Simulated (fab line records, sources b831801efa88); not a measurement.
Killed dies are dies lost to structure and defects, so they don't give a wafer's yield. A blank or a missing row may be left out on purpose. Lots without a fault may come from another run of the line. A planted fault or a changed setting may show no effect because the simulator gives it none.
Which tool did it? | flow sky130 | 11 lots, 33 wafers sampled, at 3 steps of a route of 708

WHAT THE GAUGES READ, wafer by wafer
SKY_VIA4_RS_MEAS_19: measures by four-point-probe.
lot  | measured     | on            | VIA4_W_RS (ohm/sq)
L960 | day 42 19:32 | film_metro-03 | 0.225 0.224 0.226
L971 | day 46 01:05 | film_metro-04 | 0.224 0.226 0.220
L972 | day 46 03:07 | film_metro-04 | 0.222 0.226 0.222
L974 | day 46 16:05 | film_metro-04 | 0.228 0.225 0.223
L976 | day 47 02:47 | film_metro-04 | 0.226 0.224 0.225
L977 | day 47 11:24 | film_metro-02 | 0.227 0.223 0.226
L978 | day 47 12:14 | film_metro-03 | 0.226 0.229 0.221
L979 | day 47 21:25 | film_metro-04 | 0.228 0.227 0.230
L980 | day 48 00:10 | film_metro-04 | 0.226 0.222 0.221
L982 | day 48 13:52 | film_metro-04 | 0.225 0.226 0.228
L983 | day 48 16:43 | film_metro-02 | 0.226 0.226 0.227

WHICH TOOL RAN EACH LOT (tool, then ch and the chambers of the sampled wafers, then the start)
lot  | SKY_METAL3_STRIP_19                  | SKY_VIA4_SPUTTER_17
L960 | plasma_asher-02 ch 0,1, day 38 09:31 | pvd_sputter-04, day 42 19:20
L971 | plasma_asher-04 ch 0, day 42 02:17   | pvd_sputter-03, day 46 00:52
L972 | plasma_asher-03 ch 0,1, day 42 05:40 | pvd_sputter-01, day 46 02:54
L974 | plasma_asher-02 ch 0,1, day 42 19:53 | pvd_sputter-03, day 46 15:53
L976 | plasma_asher-02 ch 0,1, day 43 06:26 | pvd_sputter-01, day 47 02:34
L977 | plasma_asher-03 ch 0,1, day 43 16:44 | pvd_sputter-03, day 47 11:11
L978 | plasma_asher-03 ch 0,1, day 43 18:49 | pvd_sputter-04, day 47 12:02
L979 | plasma_asher-02 ch 0, day 44 04:11   | pvd_sputter-04, day 47 21:13
L980 | plasma_asher-03 ch 0,1, day 44 08:05 | pvd_sputter-04, day 47 23:57
L982 | plasma_asher-02 ch 0,1, day 45 00:07 | pvd_sputter-01, day 48 13:40
L983 | plasma_asher-02 ch 0,1, day 45 02:20 | pvd_sputter-04, day 48 16:29
- SKY_METAL3_STRIP_19: strips in O2/N2.
- SKY_VIA4_SPUTTER_17: material TiN, target thk 20 nm, time 80 s.

THE ANSWER, worked out from the rows above alone
Rule: what is usual is taken from the lots themselves. Put in order of their means at a reading, lots are off if they are a third of the lots or fewer, leave a main group of 4 or more, and stand apart from it by a gap of 3 or more times the standard deviation of the main group's means; of several such gaps the widest counts. A main group whose means are all the same, to the digits that the tables above print for the reading, isn't used. A lot without any number at a reading at which 4 lots or more have one is off too. The other lots that the step has rows for count as sound.
No lot is off at any reading shown: from this, nothing can be told.

WHAT THE SIMULATOR HAD PUT IN
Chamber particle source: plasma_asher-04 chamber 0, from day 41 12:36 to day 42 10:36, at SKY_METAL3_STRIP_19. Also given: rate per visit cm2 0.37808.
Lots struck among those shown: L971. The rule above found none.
